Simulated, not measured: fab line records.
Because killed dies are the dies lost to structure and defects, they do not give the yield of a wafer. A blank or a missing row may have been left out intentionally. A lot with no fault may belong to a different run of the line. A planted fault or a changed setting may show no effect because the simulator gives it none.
Matching of chambers -- flow sfq-line -- SFQ_TRILAYER_I3_DEP_PECVD_081 on pecvd-02 has 3 sister chambers
The step deposits SiO2 from SiH4/N2O, time 111.11 s, target thk 500 nm. 6 wafers are shown with their chamber, then 8 later ones without.

== EACH WAFER AND ITS CHAMBER ==
wafer,chamber,throttle-valve-pct (%),heater-power-w (W)
L378.3,2,24.9,99
L383.3,1,23.2,95
L389.1,1,23.5,93
L389.2,0,23.1,89
L389.5,0,23.1,92
L392.1,2,25.7,93

== WAFERS WITH NO CHAMBER GIVEN ==
wafer,throttle-valve-pct (%),heater-power-w (W)
L392.2,23.4,89
L392.6,23.3,94
L393.4,25.8,102
L393.5,23.4,85
L393.6,23.0,101
L396.2,23.3,101
L396.3,23.5,102
L396.5,25.8,102

== EACH ONE'S CHAMBER ==
wafer,from the rows above,in truth
L392.2,can't be placed: 0 or 1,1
L392.6,can't be placed: 1 or 0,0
L393.4,2,2
L393.5,can't be placed: 0 or 1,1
L393.6,can't be placed: 1 or 0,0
L396.2,can't be placed: 1 or 0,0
L396.3,can't be placed: 1 or 0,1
L396.5,2,2
Placed correctly: 2 of 8. Not placeable from these rows: 6 (in 6, the candidates include the true chamber). Number placed wrongly: 0.
How it was worked out, from the rows above alone: a wafer's distance from a chamber is the root of the sum, over the readings, of the square of ((its reading less the chamber's mean) divided by the reading's scatter). The wafer belongs to the nearest chamber; if the next one is less than 2 further off, it can't be placed. For every chamber, the mean is computed from those of its wafers that are shown. The scatter is the square root of a quotient: the sum, over the shown wafers, of each reading's squared deviation from its chamber's mean, divided by wafers minus chambers.
